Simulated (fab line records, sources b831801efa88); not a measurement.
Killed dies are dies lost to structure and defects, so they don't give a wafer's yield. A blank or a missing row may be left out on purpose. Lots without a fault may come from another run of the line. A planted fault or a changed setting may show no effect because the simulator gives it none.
Tool commonality check | flow sky130 | 12 lots, 36 wafers sampled

WHY IT WAS OPENED
At SKY_POLY_GATE_THK_MEAS_21 the reading POLY_GATE_OXIDATION_THK is flagged on 2 of 12 lots. Wafers without a fault read 4.02 nm, standard deviation 0.076.
Rule: a lot is flagged when every wafer of it that has a number lies more than 4 standard deviations from that mean, or none has a number. The other lots count as sound.

lot  | measured     | on            | POLY_GATE_OXIDATION_THK (nm), wafer by wafer | flag
L471 | day 16 14:38 | film_metro-03 | 3.89 3.91 3.98                               |
L472 | day 16 23:49 | film_metro-01 | 4.02 3.99 4.11                               |
L475 | day 17 22:54 | film_metro-02 | 4.08 4.08 4.06                               |
L476 | day 18 09:56 | film_metro-02 | 3.96 4.06 4.05                               |
L478 | day 19 13:44 | film_metro-03 | 4.03 4.07 4.05                               |
L479 | day 19 17:37 | film_metro-03 | 4.19 4.11 4.10                               |
L484 | day 21 12:43 | film_metro-03 | 6.00 6.06 6.09                               | FLAGGED
L485 | day 21 20:49 | film_metro-01 | 6.11 6.10 6.18                               | FLAGGED
L490 | day 23 12:34 | film_metro-03 | 3.98 3.99 3.99                               |
L492 | day 24 11:12 | film_metro-03 | 4.06 4.09 4.04                               |
L493 | day 25 01:11 | film_metro-02 | 3.83 3.84 3.91                               |
L494 | day 25 12:01 | film_metro-01 | 3.97 3.85 3.92                               |
The numbers of the flagged lots are 6.09 nm on average: +2.07 nm against the usual, or +27 standard deviations.

WHICH TOOL RAN EACH LOT
The record holds 1 process step before the reading, out of a route of 708 steps. In each cell: the tool, then ch and the chambers that the sampled wafers went through, then the start.
lot  | flag    | SKY_POLY_GATE_OXIDATION_20
L471 |         | furnace-02 ch 0, day 16 13:23
L472 |         | furnace-01 ch 0, day 16 22:34
L475 |         | furnace-01 ch 0, day 17 21:39
L476 |         | furnace-01 ch 0, day 18 08:41
L478 |         | furnace-01 ch 0, day 19 12:29
L479 |         | furnace-01 ch 0, day 19 16:20
L484 | FLAGGED | furnace-01 ch 0, day 21 11:26
L485 | FLAGGED | furnace-01 ch 0, day 21 19:34
L490 |         | furnace-02 ch 0, day 23 11:17
L492 |         | furnace-02 ch 0, day 24 09:57
L493 |         | furnace-01 ch 0, day 24 23:56
L494 |         | furnace-02 ch 0, day 25 10:45
What these steps do:
- SKY_POLY_GATE_OXIDATION_20: stabilise 600 s, purge 300 s, target thk 4 nm.
- SKY_POLY_GATE_THK_MEAS_21

FLAGGED OVER TOTAL, TOOL BY TOOL (the gauges that took the reading come last)
step                       | tool          | lots run | flagged | share of the flagged lots | sound lots run after its first flagged lot
SKY_POLY_GATE_OXIDATION_20 | furnace-01    | 8        | 2       | all                       | 1 (L493)
SKY_POLY_GATE_OXIDATION_20 | furnace-02    | 4        | 0       | none                      | -
SKY_POLY_GATE_THK_MEAS_21  | film_metro-01 | 3        | 1       | some                      | 1 (L494)
SKY_POLY_GATE_THK_MEAS_21  | film_metro-02 | 3        | 0       | none                      | -
SKY_POLY_GATE_THK_MEAS_21  | film_metro-03 | 6        | 1       | some                      | 2 (L490,L492)

WHAT THE TABLE ALLOWS
1 row of the table ran every flagged lot: furnace-01 at SKY_POLY_GATE_OXIDATION_20.
- furnace-01 at SKY_POLY_GATE_OXIDATION_20: 2 of its 8 lots flagged. Sound lots ran on it after the first flagged one (L493), which a lasting fault on the whole tool wouldn't allow. Its own readings lie more than 4 standard deviations out on every wafer of the flagged lots: spike_tc_bottom_C, spike_tc_centre_C, spike_tc_lower_C, spike_tc_top_C, spike_tc_upper_C, tube_center_temp_C, tube_center_temp_C_max, zone_power_centre_pct, zone_power_upper_pct.
No row of the table ran every flagged lot and no sound lot after the first.

WHAT THE SIMULATOR HAD PUT IN
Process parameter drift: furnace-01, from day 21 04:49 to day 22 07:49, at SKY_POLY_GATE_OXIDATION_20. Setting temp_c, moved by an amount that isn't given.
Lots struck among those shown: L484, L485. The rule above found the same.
